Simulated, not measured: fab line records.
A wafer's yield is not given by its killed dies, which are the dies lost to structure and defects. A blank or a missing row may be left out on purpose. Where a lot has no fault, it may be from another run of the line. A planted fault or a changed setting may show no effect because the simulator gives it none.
Chamber matching | flow gf180mcu | GF_V2_CVD_02 on pecvd-04: 3 sister chambers
The step deposits SiO2 from TEOS, target thk 850 nm, time 94.851 s. 6 wafers are shown with their chamber, then 7 later ones without.

WAFERS, EACH WITH ITS CHAMBER
wafer  | chamber | heaterPowerW (W)
L076.4 | 0       | 579
L076.5 | 1       | 615
L083.2 | 0       | 535
L083.6 | 2       | 523
L089.2 | 2       | 523
L089.3 | 1       | 576

WAFERS WHOSE CHAMBER IS MISSING
wafer  | heaterPowerW (W)
L089.5 | 470
L092.2 | 645
L092.4 | 547
L092.6 | 510
L096.3 | 536
L096.5 | 666
L096.6 | 573

WHICH CHAMBER EACH WENT THROUGH
wafer  | from the rows above          | in truth
L089.5 | can't be placed: 2 or 0      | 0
L092.2 | can't be placed: 1 or 0      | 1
L092.4 | can't be placed: 0 or 2 or 1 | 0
L092.6 | can't be placed: 2 or 0      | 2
L096.3 | can't be placed: 2 or 0 or 1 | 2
L096.5 | can't be placed: 1 or 0      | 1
L096.6 | can't be placed: 0 or 1 or 2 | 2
Correctly placed: 0 of 7. Cannot be placed on the basis of these rows: 7; the candidates contain the true chamber in 7. Number placed wrongly: 0.
How it was worked out, from the rows above alone: a wafer's distance from a chamber is the root of the sum, over the readings, of the square of ((its reading less the chamber's mean) divided by the reading's scatter). The wafer belongs to the nearest chamber; if the next one is less than 2 further off, it can't be placed. Each chamber's mean is taken over the wafers shown for it. The scatter: take each reading less its chamber's mean, square it, sum over the shown wafers, divide by the number of wafers less the number of chambers, and take the root.
